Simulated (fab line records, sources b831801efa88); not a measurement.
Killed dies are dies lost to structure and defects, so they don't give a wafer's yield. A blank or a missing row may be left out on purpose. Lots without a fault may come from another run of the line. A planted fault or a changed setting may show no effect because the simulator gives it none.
Which tool did it? | flow gf180mcu | 11 lots, 33 wafers sampled, at 5 steps of a route of 602

WHAT THE GAUGES READ, wafer by wafer
GF_M3_RS_MEAS_05: measures by four-point-probe. Usual: M3_ALCU_RS 0.0695 ohm/sq, standard deviation 0.00071.
lot  | measured     | on            | M3_ALCU_RS (ohm/sq)  | flag
L787 | day 21 17:31 | film_metro-01 | 0.0708 0.0697 0.0703 |
L788 | day 22 08:40 | film_metro-02 | 0.0698 0.0694 0.0692 |
L789 | day 22 14:05 | film_metro-03 | 0.0698 0.0693 0.0697 |
L790 | day 22 18:29 | film_metro-03 | 0.0681 0.0688 0.0688 |
L798 | day 25 15:47 | film_metro-01 | 0.0686 0.0686 0.0689 |
L799 | day 26 01:22 | film_metro-03 | 0.0706 0.0702 0.0706 |
L801 | day 26 09:25 | film_metro-02 | 0.0693 0.0688 0.0696 |
L802 | day 26 17:46 | film_metro-03 | 0.0691 0.0700 0.0698 |
L803 | day 27 03:22 | film_metro-01 | 0.0699 0.0702 0.0699 |
L804 | day 27 07:45 | film_metro-02 | 0.0696 0.0696 0.0686 |
L806 | day 27 21:04 | film_metro-01 | 0.0701 0.0688 0.0695 |

GF_V3_BOW_MEAS_05. Usual: V3_BOW 117 um, standard deviation 8.8.
lot  | measured     | on            | V3_BOW (um) | flag
L787 | day 22 18:22 | film_metro-02 | 124 124 146 |
L788 | day 23 09:07 | film_metro-01 | 120 116 112 |
L789 | day 23 13:48 | film_metro-04 | 125 132 122 |
L790 | day 23 18:11 | film_metro-02 | 113 115 115 |
L798 | day 26 14:34 | film_metro-02 | 103 122 124 |
L799 | day 26 23:45 | film_metro-04 | 116 120 120 |
L801 | day 27 07:49 | film_metro-01 | 135 118 116 |
L802 | day 27 15:30 | film_metro-01 | 123 129 120 |
L803 | day 28 01:11 | film_metro-04 | 111 107 98  |
L804 | day 28 05:16 | film_metro-02 | 118 132 112 |
L806 | day 28 17:49 | film_metro-02 | 119 110 115 |

GF_V3_RS_MEAS_24: measures by four-point-probe. Usual: V3_W_RS 0.330 ohm/sq, standard deviation 0.0042.
lot  | measured     | on            | V3_W_RS (ohm/sq)  | flag
L787 | day 23 17:58 | film_metro-01 | 0.332 0.322 0.324 |
L788 | day 24 08:56 | film_metro-04 | 0.282 0.281 0.279 | OFF
L789 | day 24 13:07 | film_metro-04 | 0.329 0.325 0.330 |
L790 | day 24 17:15 | film_metro-01 | 0.279 0.277 0.280 | OFF
L798 | day 27 12:07 | film_metro-02 | 0.330 0.327 0.327 |
L799 | day 27 21:22 | film_metro-02 | 0.330 0.331 0.333 |
L801 | day 28 04:57 | film_metro-01 | 0.329 0.327 0.328 |
L802 | day 28 12:23 | film_metro-02 | 0.330 0.332 0.327 |
L803 | day 28 21:01 | film_metro-04 | 0.330 0.328 0.328 |
L804 | day 29 01:10 | film_metro-01 | 0.325 0.322 0.323 |
L806 | day 29 13:40 | film_metro-02 | 0.326 0.326 0.322 |

GF_V3_THK_MEAS_25: measures by xrf. Usual: V3_W_THK 342 nm, standard deviation 5.1.
lot  | measured     | on            | V3_W_THK (nm) | flag
L787 | day 23 18:05 | film_metro-01 | 339 349 345   |
L788 | day 24 09:03 | film_metro-04 | 401 399 403   | OFF
L789 | day 24 13:13 | film_metro-04 | 343 348 341   |
L790 | day 24 17:22 | film_metro-01 | 400 401 400   | OFF
L798 | day 27 12:14 | film_metro-02 | 341 344 344   |
L799 | day 27 21:28 | film_metro-02 | 341 341 340   |
L801 | day 28 05:04 | film_metro-01 | 340 340 337   |
L802 | day 28 12:30 | film_metro-02 | 342 340 341   |
L803 | day 28 21:07 | film_metro-04 | 347 347 346   |
L804 | day 29 01:16 | film_metro-01 | 343 348 347   |
L806 | day 29 13:47 | film_metro-02 | 348 347 350   |

WHICH TOOL RAN EACH LOT (tool, then ch and the chambers of the sampled wafers, then the start)
lot  | GF_V3_CVD_23
L787 | cvd_w-01 ch 0,1, day 23 17:51
L788 | cvd_w-01 ch 0,1, day 24 08:48
L789 | cvd_w-02 ch 0,1, day 24 12:59
L790 | cvd_w-01 ch 1, day 24 17:07
L798 | cvd_w-01 ch 0, day 27 12:00
L799 | cvd_w-02 ch 0,1, day 27 21:15
L801 | cvd_w-01 ch 0,1, day 28 04:50
L802 | cvd_w-02 ch 0,1, day 28 12:16
L803 | cvd_w-01 ch 0,1, day 28 20:54
L804 | cvd_w-01 ch 0,1, day 29 01:02
L806 | cvd_w-01 ch 0,1, day 29 13:33
- GF_V3_CVD_23: deposits W, target thk 350 nm, time 104.9 s.

WHAT THE TOOLS THEMSELVES READ (means of the sampled wafers that have a number; where no wafer has one, the mark that the record gives instead)
GF_V3_CVD_23. Usual: heater_power_w 871 W, standard deviation 27; susceptor_temp_C 400.02 C, standard deviation 0.21.
lot  | tool     | heater_power_w (W) | susceptor_temp_C (C) | flag
L787 | cvd_w-01 | 852                | 399.86               |
L788 | cvd_w-01 | 929                | 409.03               | OFF
L789 | cvd_w-02 | 864                | 399.87               |
L790 | cvd_w-01 | 914                | 409.20               | OFF
L798 | cvd_w-01 | 859                | 399.96               |
L799 | cvd_w-02 | 886                | 400.07               |
L801 | cvd_w-01 | 876                | 399.91               |
L802 | cvd_w-02 | 901                | 399.93               |
L803 | cvd_w-01 | 874                | 400.24               |
L804 | cvd_w-01 | 870                | 400.19               |
L806 | cvd_w-01 | 858                | 400.02               |

THE ANSWER, worked out from the rows above alone
Rule: a lot is off if the mean of its wafers that have a number lies more than 3 standard deviations from the usual mean. A lot without any number at a reading at which 4 lots or more have one is off too. The other lots that the step has rows for count as sound. The gauges are gone through in route order, then the tools' own readings, and for those a lot's mean is taken as printed above. The first step at which some lot is off is used, and at that step the reading that is off furthest; a lot without a number counts as furthest.
Off: L788, L790, at GF_V3_RS_MEAS_24 (V3_W_RS).
A tool fits if, at a process step before that reading, it ran every lot that is off, and no sound lot after the first of them. The gauges at GF_V3_RS_MEAS_24 aren't tried: what is off there is off at GF_V3_CVD_23 too, on other tools, and a gauge's error can't cause that. None of those tried fits.

WHAT THE SIMULATOR HAD PUT IN
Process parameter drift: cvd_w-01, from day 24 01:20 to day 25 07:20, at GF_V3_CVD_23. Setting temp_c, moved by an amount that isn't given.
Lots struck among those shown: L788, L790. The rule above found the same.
